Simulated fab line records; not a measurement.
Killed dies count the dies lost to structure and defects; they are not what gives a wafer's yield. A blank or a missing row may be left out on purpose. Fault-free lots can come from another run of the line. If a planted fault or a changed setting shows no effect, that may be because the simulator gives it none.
One fault through the eyes of 2 desks || flow gf180mcu || every desk sees just its own numbers, and what lay behind them comes last

## THE TOOL OWNER'S DESK: implanter-02
GF_HV_LDD_IMPLANT_36, tool's own readings: per-lot mean of the sampled wafers with a number, covering each lot this tool ran. A lot is out of limits, marked OUT, if its mean lies more than 4 standard deviations from the usual mean; the brackets give that distance.
Columns: A = tilt deg at GF_HV_LDD_IMPLANT_36, usual 30.002 degrees
{"lot": "L339", "first seen here": "day 12 02:52", "A": 30.029}
{"lot": "L342", "first seen here": "day 12 23:56", "A": 29.995}
{"lot": "L346", "first seen here": "day 14 14:31", "A": "25.785 (-99 or more) OUT"}
{"lot": "L347", "first seen here": "day 14 19:40", "A": "25.831 (-99 or more) OUT"}
{"lot": "L355", "first seen here": "day 17 20:42", "A": 30.007}
{"lot": "L358", "first seen here": "day 18 11:01", "A": 30.011}
Finding of this desk: L346, L347 out of limits; the first was L346 at day 14 14:31, on tilt deg at GF_HV_LDD_IMPLANT_36. L339, L342, L355, L358: within limits.

## AT THE METROLOGY DESK
Means of the sampled wafers that have a number, per lot and without regard to the tool the lot ran on: this is what the gauges read. A lot is out of limits, marked OUT, if its mean lies more than 4 standard deviations from the usual mean; the brackets give that distance.
Columns: A = MVSD_OVL at GF_MVSD_OVL_MEAS_07, usual 1.0 nm; B = HV_LDD_RS at GF_HV_LDD_RS_MEAS_53, usual 417.8 ohm/sq; C = cd nm at GF_NSD_CD_MEAS_07, usual 399.5 nm
{"lot": "L339", "first seen here": "day 4 16:59", "A": 1.0, "B": 417.2, "C": 396.3}
{"lot": "L342", "first seen here": "day 5 09:25", "A": 2.3, "B": 418.6, "C": 403.3}
{"lot": "L346", "first seen here": "day 6 07:58", "A": -0.2, "B": "-", "C": 401.6}
{"lot": "L347", "first seen here": "day 6 14:08", "A": 0.5, "B": "-", "C": 395.7}
{"lot": "L350", "first seen here": "day 7 10:48", "A": 1.1, "B": 418.5, "C": 399.1}
{"lot": "L351", "first seen here": "day 7 17:50", "A": 2.2, "B": 417.1, "C": 403.2}
{"lot": "L353", "first seen here": "day 8 04:15", "A": 0.6, "B": 418.3, "C": 401.9}
{"lot": "L355", "first seen here": "day 8 23:54", "A": 0.9, "B": 417.3, "C": 396.4}
{"lot": "L356", "first seen here": "day 8 23:58", "A": 2.8, "B": 416.2, "C": 400.4}
{"lot": "L357", "first seen here": "day 9 04:23", "A": 1.7, "B": 417.8, "C": 398.3}
{"lot": "L358", "first seen here": "day 9 12:42", "A": 2.3, "B": 416.5, "C": 398.7}
{"lot": "L359", "first seen here": "day 9 17:39", "A": 0.1, "B": 418.0, "C": 398.0}
{"lot": "L361", "first seen here": "day 10 04:49", "A": 1.9, "B": 417.3, "C": 397.2}
This desk's verdict: no lot among the 13 shows anything out of limits.

## TAKEN TOGETHER
At day 14 14:31, on L346, L347, the tool owner's desk was in a position to raise an alarm.
At the metrology desk, nothing out of limits was observed.
The metrology desk holds a record of L346, L347, inside its limits.
The lots listed all ran GF_HV_LDD_IMPLANT_36 on implanter-02.

## WHAT THE SIMULATOR HAD INSERTED
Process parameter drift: implanter-02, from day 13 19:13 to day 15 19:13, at GF_HV_LDD_IMPLANT_36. Setting tilt deg shifted by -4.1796 from 30. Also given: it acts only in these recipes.
Shown lots that were struck: L346, L347.
Each desk's first reading out of limits, in hours after the fault started: the tool owner's desk, 19.
